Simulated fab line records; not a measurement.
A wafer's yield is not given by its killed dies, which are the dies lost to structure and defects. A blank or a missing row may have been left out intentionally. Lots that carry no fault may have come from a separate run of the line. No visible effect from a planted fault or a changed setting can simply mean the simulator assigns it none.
Comparing a struck lot with a sound one	flow sky130	32 steps out of a route of 708
Sound: these wafers, L755.1, L755.2, L755.3. Struck: wafers L763.1, L763.2, L763.4. At the end, the cause is stated.
Order at every step that has rows: each side's tool, ch and its chambers, its first start. Under that, the readings that differ: sound wafers	struck wafers	difference of the means	sigmas: that difference in standard deviations of wafers without a fault.
alike: a reading whose means differ by less than 2 such deviations, as well as words and numbers matching on both sides. not compared: withheld readings; readings where some wafer has no value; bounds like >300 that might hide an equal value; numbers whose values overlap and for which the record gives no deviation.
The two part at a step that has a row with sigmas, a row that says differs or no value, or rows on one side only. Numbers that have no deviation but don't overlap get no sigmas and don't part them. A reading missing from all wafers of one side parts the sides only when that side holds two or more wafers.

SKY_PWDE_OVL_MEAS_07:
  sound on overlay-01, day 6 10:29; struck on overlay-01, day 8 10:38
  alike: PWDE_OVL
after that, 1 step had no rows for these wafers: SKY_PWDE_IMPLANT_08.
SKY_PWDE_STRIP_09: strips in O2/N2.
  sound on plasma-asher-04 ch 0,1, day 6 10:40; struck on plasma-asher-02 ch 0,1, day 8 10:49
  alike: drypump-motor-current-A, n2-flow-sccm, o2-flow-sccm, oes-product-au, strip-time-to-endpoint-s
  not compared: rf-hours-counter-h
SKY_PWDE_TW_MEAS_10:
  sound on film-metro-01, day 6 10:46; struck on film-metro-01, day 8 10:55
  alike: PWDE_TW
then, 7 steps without rows for these wafers: SKY_NWELL_DEHYDRATE_03 (time 60 s); SKY_NWELL_HMDS_04 (prime time 60 s); SKY_NWELL_COAT_05 (resist thk 3000 nm); SKY_NWELL_SOFTBAKE_06; SKY_NWELL_EXPOSE_07 (exposes mask NWM, target cd 840 nm); SKY_NWELL_PEB_08; SKY_NWELL_DEVELOP_09 (develop time 60 s).
SKY_NWELL_OVL_MEAS_10:
  sound on overlay-01, day 7 06:17; struck on overlay-02, day 9 07:47
  alike: NWELL_00_OVL
SKY_NWELL_IMPLANT_11:
  sound on implanter-04 ch 0, day 7 06:20; struck on implanter-03 ch 0, day 9 07:49
reading	sound	struck	difference	sigmas
beam-energy-keV	400.05 400.06 400.14	470.02 469.95 469.96	+69.89	+99 or more
model.implant.rp-nm (nm)	487.3 487.3 487.3	583.1 583.1 583.1	+95.8	
model.implant.drp-nm (nm)	116.9 116.9 116.9	126.5 126.5 126.5	+9.6	
then, 2 steps without rows for these wafers: SKY_NWELL_IMPLANT_12; SKY_NWELL_IMPLANT_13.
SKY_NWELL_STRIP_14: strips in O2/N2.
  sound on plasma-asher-03 ch 0,1, day 7 06:47; struck on plasma-asher-01 ch 0,1, day 9 08:16
  alike: drypump-motor-current-A, n2-flow-sccm, o2-flow-sccm, oes-product-au, strip-time-to-endpoint-s
  not compared: rf-hours-counter-h
SKY_NWELL_TW_MEAS_15:
  sound on film-metro-01, day 7 06:53; struck on film-metro-01, day 9 08:22
reading	sound	struck	difference	sigmas
NWELL_TW	1857 1849 1845	1881 1877 1877	+28	+3
then, 7 steps without rows for these wafers: SKY_NWELL_DEHYDRATE_16 (time 60 s); SKY_NWELL_HMDS_17 (prime time 60 s); SKY_NWELL_COAT_18 (resist thk 3000 nm); SKY_NWELL_SOFTBAKE_19; SKY_NWELL_EXPOSE_20 (exposes mask NWM COMPLEMENT, target cd 840 nm); SKY_NWELL_PEB_21; SKY_NWELL_DEVELOP_22 (develop time 60 s).
SKY_NWELL_OVL_MEAS_23:
  sound on overlay-01, day 8 02:41; struck on overlay-02, day 10 07:26
  alike: NWELL_01_OVL
after that, 1 step had no rows for these wafers: SKY_NWELL_IMPLANT_24.
SKY_NWELL_STRIP_25: strips in O2/N2.
  sound on plasma-asher-03 ch 0,1, day 8 02:53; struck on plasma-asher-04 ch 0,1, day 10 07:38
reading	sound	struck	difference	sigmas
strip-time-to-endpoint-s (s)	37.04 36.98 37.15	36.78 36.81 36.87	-0.24	-2
  alike: drypump-motor-current-A, n2-flow-sccm, o2-flow-sccm, oes-product-au
  not compared: rf-hours-counter-h
SKY_NWELL_TW_MEAS_26:
  sound on film-metro-04, day 8 02:59; struck on film-metro-02, day 10 07:44
  alike: NWELL_2_TW
then, 1 step without rows for these wafers: SKY_NWELL_CLEAN_27 (cleans in SC1/SC2, time 150 s).
SKY_NWELL_RTA_28: time 30 s.
  sound on rtp-anneal-02 ch 0, day 8 03:05; struck on rtp-anneal-02 ch 0, day 10 07:50
  alike: lamp-power-pct, wafer_temp_C_max
SKY_NWELL_RS_MEAS_29: uses a four-point probe to measure.
  sound on film-metro-02, day 8 03:11; struck on film-metro-04, day 10 07:56
reading	sound	struck	difference	sigmas
NWELL_RS (ohm/sq)	625.9 624.9 624.2	603.0 603.9 604.6	-21.2	-16
-- the record jumps here: 40 days lie between the struck wafers' starts before and after (it left off in module NWELL and takes up again in module PAD_OPEN, whose first step shown is number 708 of the route) --
SKY_PAD_OPEN_PROBE_99:
  sound on prober-02, day 48 11:10; struck on prober-02, day 50 06:57
reading	sound	struck	difference	sigmas
model.etest.nfet_16v.r-on-ohm-um	1.419e+04 1.433e+04 1.413e+04	1.625e+04 1.628e+04 1.638e+04	+2.087e+03	
model.etest.pfet_16v.r-on-ohm-um	1.546e+04 1.525e+04 1.523e+04	1.437e+04 1.43e+04 1.441e+04	-9.533e+02	
model.etest.res-nwell.line-ohm-um	1158 1126 1142	904.9 910.3 912.6	-232.7	
model.etest.res-nwell.rs-ohm-sq	971.6 955.5 964.3	763.1 756.8 762.1	-203.1	
model.etest.pfet-g5v0d10v5.r-on-ohm-um	4838 4900 4803	4599 4564 4595	-261	
model.etest.tip_p_5v.rs-ohm-sq	2874 2870 2864	2722 2714 2722	-150	
model.etest.pfet_16v.drive-ua-um	241.7 242.2 240.4	264.9 268.9 263.5	+24.3	
model.etest.pfet-g5v0d10v5.drive-ua-um	330.9 330.7 335.1	360.4 367.3 361.7	+30.9	
  alike: killed_at_M0_to_M3, killed_at_M4_up, killed-at-contacts, killed-at-front-end, killed-at-other, killed-dies, killed-open, killed-short

WHERE THEY PART
Last at SKY_NWELL_RS_MEAS_29 as far as this record goes, first at SKY_NWELL_IMPLANT_11. Later steps at which nothing parts them and some readings are alike: SKY_PAD_OPEN_PROBE_99.

WHY: the cause the simulator had injected
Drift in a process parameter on implanter-03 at SKY_NWELL_IMPLANT_11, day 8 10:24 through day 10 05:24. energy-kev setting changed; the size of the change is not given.
